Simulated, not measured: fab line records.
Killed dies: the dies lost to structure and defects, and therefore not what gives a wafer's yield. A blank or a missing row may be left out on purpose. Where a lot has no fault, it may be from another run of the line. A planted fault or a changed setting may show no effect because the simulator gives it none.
Chamber matching + flow gf180mcu + rie-diel-04 running GF_V3_ETCH_16: 4 sister chambers
The step etches BARC in N2/H2. 4 wafers are shown with their chamber, then 10 later ones without.

WAFERS, EACH WITH ITS CHAMBER
| wafer  | chamber | drypump-motor-current-A (A) |
|--------|---------|-----------------------------|
| L086.1 | 1       | 5.6                         |
| L088.6 | 2       | 6.5                         |
| L090.2 | 0       | 5.8                         |
| L090.3 | 3       | 5.3                         |

WAFERS WITH NO CHAMBER GIVEN
| wafer  | drypump-motor-current-A (A) |
|--------|-----------------------------|
| L090.6 | 5.3                         |
| L095.1 | 6.5                         |
| L095.4 | 5.3                         |
| L095.5 | 5.6                         |
| L096.2 | 6.6                         |
| L096.4 | 5.3                         |
| L096.5 | 5.8                         |
| L097.1 | 6.5                         |
| L097.2 | 5.8                         |
| L097.3 | 5.3                         |

WHICH CHAMBER EACH ONE RAN IN
| wafer  | from the rows above | in truth |
|--------|---------------------|----------|
| L090.6 | 3                   | 3        |
| L095.1 | 2                   | 2        |
| L095.4 | 3                   | 3        |
| L095.5 | 1                   | 1        |
| L096.2 | 2                   | 2        |
| L096.4 | 3                   | 3        |
| L096.5 | 0                   | 0        |
| L097.1 | 2                   | 2        |
| L097.2 | 0                   | 0        |
| L097.3 | 3                   | 3        |
Correctly placed: 10 of 10. Can't be placed from these rows: 0. 0 placed wrongly.
How it was worked out, from the rows above alone: a wafer's distance from a chamber is the root of the sum, over the readings, of the square of ((its reading less the chamber's mean) divided by the reading's scatter). The wafer belongs to the nearest chamber; if the next one is less than 2 further off, it can't be placed. The mean given for a chamber averages the wafers shown for that chamber. The scatter: root of mean squared gap, hidden wafer to nearest shown wafer, with one shown wafer a chamber.
